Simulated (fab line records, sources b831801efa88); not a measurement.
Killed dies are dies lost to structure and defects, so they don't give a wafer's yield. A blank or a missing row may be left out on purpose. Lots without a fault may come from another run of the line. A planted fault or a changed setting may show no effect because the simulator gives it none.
A struck lot beside a sound one | flow gf180mcu | 18 steps out of a route of 602
Sound: wafers L187.2, L187.4, L187.5. Struck: wafer L198.4. (L198.3, L198.6 of the same lot were not struck and are left out.) The cause comes at the end.
At each step with rows: each side's tool, then ch and its chambers, then its first start. Under that, the readings that differ: sound wafers | struck wafers | difference of the means | sigmas: that difference in standard deviations of wafers without a fault.
alike: readings whose means differ by less than 2 such deviations, and words and numbers that are the same on both sides. not compared: withheld readings, readings that some wafer has no value for, bounds like >300 that may hide the same value, and numbers for which the record gives no deviation and whose values overlap.
The two part at a step that has a row with sigmas, a row that says differs or no value, or rows on one side only. Numbers that don't overlap but have no deviation are shown without sigmas and don't part them. A reading that every wafer of one side lacks parts them only if that side has two wafers or more.

first, 1 step without rows for these wafers: GF_V3_EXPOSE_11 (exposes mask Via3, target cd 260 nm).
GF_V3_PEB_12: peb time 93.62 s.
  sound on litho_track-04 ch 0; struck on litho_track-04 ch 0
  alike: plate_sensor_t_centre_C, plate_sensor_t_edge_C
then, 1 step without rows for these wafers: GF_V3_DEVELOP_13 (develop time 60 s).
GF_V3_CD_MEAS_14: target cd 260 nm.
  sound on cd_sem-02, day 25 06:58; struck on cd_sem-01, day 28 09:50
  alike: cd_nm
GF_V3_OVL_MEAS_15:
  sound on overlay-02, day 25 07:04; struck on overlay-02, day 28 09:55
  alike: V3_OVL
GF_V3_ETCH_16: etches BARC in N2/H2.
  sound on rie_diel-03 ch 2,3, day 25 07:06; struck on rie_diel-04 ch 0, day 28 09:57
  alike: bias_w, drypump_motor_current_A, oes_product_au, throttle_valve_pct
then, 1 step without rows for these wafers: GF_V3_ETCH_17 (etches SiO2 in C4F8/O2/Ar, stops on TiN, target depth 635 nm).
GF_V3_STRIP_18: strips in O2/N2.
  sound on plasma_asher-03 ch 0,1, day 25 07:14; struck on plasma_asher-03 ch 0, day 28 10:07
  reading               | sound             | struck | difference | sigmas
  oes_product_au (a.u.) | 0.602 0.591 0.598 | 0.586  | -0.011     | -2
  alike: drypump_motor_current_A, heater_power_w
  not compared: rf_hours_counter_h
then, 2 steps without rows for these wafers: GF_V3_STRIP_19 (strips in post etch residue remover, time 1200 s); GF_V3_CLEAN_20 (cleans in DIW).
GF_V3_SPUTTER_21: material Ti, target thk 15 nm, time 80.02 s.
  sound on pvd_sputter-03, day 25 07:46; struck on pvd_sputter-02, day 28 10:38
  alike: throttle_valve_pct
then, 1 step without rows for these wafers: GF_V3_SPUTTER_22 (material TiN, target thk 10 nm, time 40 s).
GF_V3_CVD_23: deposits W, target thk 350 nm, time 104.9 s.
  sound on cvd_w-02 ch 0,1, day 25 07:52; struck on cvd_w-01 ch 1, day 28 10:47
  reading                          | sound             | struck | difference | sigmas
  model.W_of_V3_CVD_23.thk_nm (nm) | 346.2 352.2 353.9 | 477.9  | +127.1     |
  alike: heater_power_w
GF_V3_RS_MEAS_24: measures by four-point-probe.
  sound on film_metro-01, day 25 07:59; struck on film_metro-01, day 28 10:53
  reading          | sound             | struck | difference | sigmas
  V3_W_RS (ohm/sq) | 0.331 0.325 0.324 | 0.239  | -0.088     | -17
GF_V3_THK_MEAS_25: measures by xrf.
  sound on film_metro-01, day 25 08:06; struck on film_metro-01, day 28 10:59
  reading       | sound       | struck | difference | sigmas
  V3_W_THK (nm) | 334 339 340 | 458    | +120       | +18
GF_V3_CMP_26: polishes, stops on SiO2, t overpolish 15 s, target thk 0 nm.
  sound on cmp-01 ch 0,1, day 25 08:09; struck on cmp-02 ch 3, day 28 11:02
  reading                | sound       | struck | difference | sigmas
  motor_current_A (A)    | 9.6 9.2 9.8 | 11.2   | +1.7       | +3
  time_to_endpoint_s (s) | 82 85 80    | 119    | +37        | +10
GF_M4_SPUTTER_00: material Ti, target thk 37.5 nm, time 150 s.
  sound on pvd_sputter-04, day 25 08:27; struck on pvd_sputter-01, day 28 11:20
  alike: throttle_valve_pct
GF_PASSIVATION_PROBE_99:
  the record has rows for the sound wafers here (prober-01, day 31 10:33) and none for the struck ones

WHERE THEY PART
First at GF_V3_STRIP_18; last, within this record, at GF_PASSIVATION_PROBE_99.

WHY: what the simulator had put in
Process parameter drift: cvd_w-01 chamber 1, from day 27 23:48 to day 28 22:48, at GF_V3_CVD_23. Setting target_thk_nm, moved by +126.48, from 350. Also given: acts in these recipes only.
